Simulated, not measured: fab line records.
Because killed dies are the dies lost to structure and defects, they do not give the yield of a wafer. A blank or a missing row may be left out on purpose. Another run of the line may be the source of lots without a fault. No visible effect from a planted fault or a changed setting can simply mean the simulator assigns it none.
8D (eight disciplines) problem report, filled in by code	flow gf180mcu	the parts of the form that need people (team, actions taken, sign-off) are left out

1. PROBLEM STATEMENT
Wafers with no fault read 1473 W with a standard deviation of 9.5, whereas rf_fwd_power_W at GF_SAB_ETCH_11 reads a mean of 1700 W on 1 wafer of 1 lot. That puts it +24 standard deviations away from the usual mean.
The step: etches SiO2 in C4F8/O2/Ar, target depth 55 nm, time 8.5 s.
The first sign was on wafer L185.2 at day 18 05:04, on rie_diel-03. Wafers with a number at this step in the record: 15, from 5 lots. By rule, "out" or "out of limits" means more than 4 standard deviations away from the usual mean. All remaining wafers that have a number are taken as sound.

2. WHAT THIS IS AND IS NOT
question	is	is not
which readings at this step	rf_fwd_power_W	-
which lots	L185	L190, L195, L198, L199
which wafers of those lots	L185.2	L185.5, L185.6
read on which tools	rie_diel-03	rie_diel-01
when	from day 18 05:04	up to then (2 sound wafers); but 12 sound wafers of L190, L195, L198, L199 came after

3. WHAT RULES OUT EACH SUSPECT
Counting: if a tool at a process step up to the reading ran every lot that is out, it stays a suspect. Sound lots after the first of them don't rule it out here, since some wafers of a struck lot are sound.
- pecvd-01 at GF_SAB_CVD_00 (deposits SiO2 from TEOS, target thk 50 nm, time 4.9302 s): kept. It ran the lot that is out, L185 (day 17 05:59).
- rie_diel-03 at GF_SAB_ETCH_11 (etches SiO2 in C4F8/O2/Ar, target depth 55 nm, time 8.5 s): kept. It ran the lot that is out, L185 (day 18 05:04). Its own readings are out on those wafers: rf_fwd_power_W.
- rie_diel-03, GF_SAB_ETCH_11: wafers that are out in chamber 2, sound lot-mates in chambers 0, 3.
What counting leaves: pecvd-01 at GF_SAB_CVD_00 and rie_diel-03 at GF_SAB_ETCH_11.

4. THE CAUSE (what the simulator had put in)
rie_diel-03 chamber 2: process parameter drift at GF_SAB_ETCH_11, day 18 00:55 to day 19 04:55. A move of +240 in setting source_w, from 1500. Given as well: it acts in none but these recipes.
2 suspects survive the count, and this tool is in that group.

5. THE CHAIN OF EFFECTS, in route order
Each row: a reading whose mean over the struck wafers that have a number lies more than 3 standard deviations from the usual. Scope: only readings with a usual standard deviation given in the record; hours: median across lots of the time from each lot's start at the first step in this table that gives one to its start at this step; sigmas: change in usual standard deviations.
hours	step	reading	usual	on struck wafers	change	sigmas
0	GF_SAB_ETCH_11	rf_fwd_power_W	1473 W	1700	+227	+24
The process steps in it:
- GF_SAB_ETCH_11: etches SiO2 in C4F8/O2/Ar, target depth 55 nm, time 8.5 s.

6. HOW IT WOULD HAVE BEEN CAUGHT EARLIER
4 hours passed between the start of the fault at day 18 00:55 and the first reading out of limits in this record, taken at day 18 05:04.
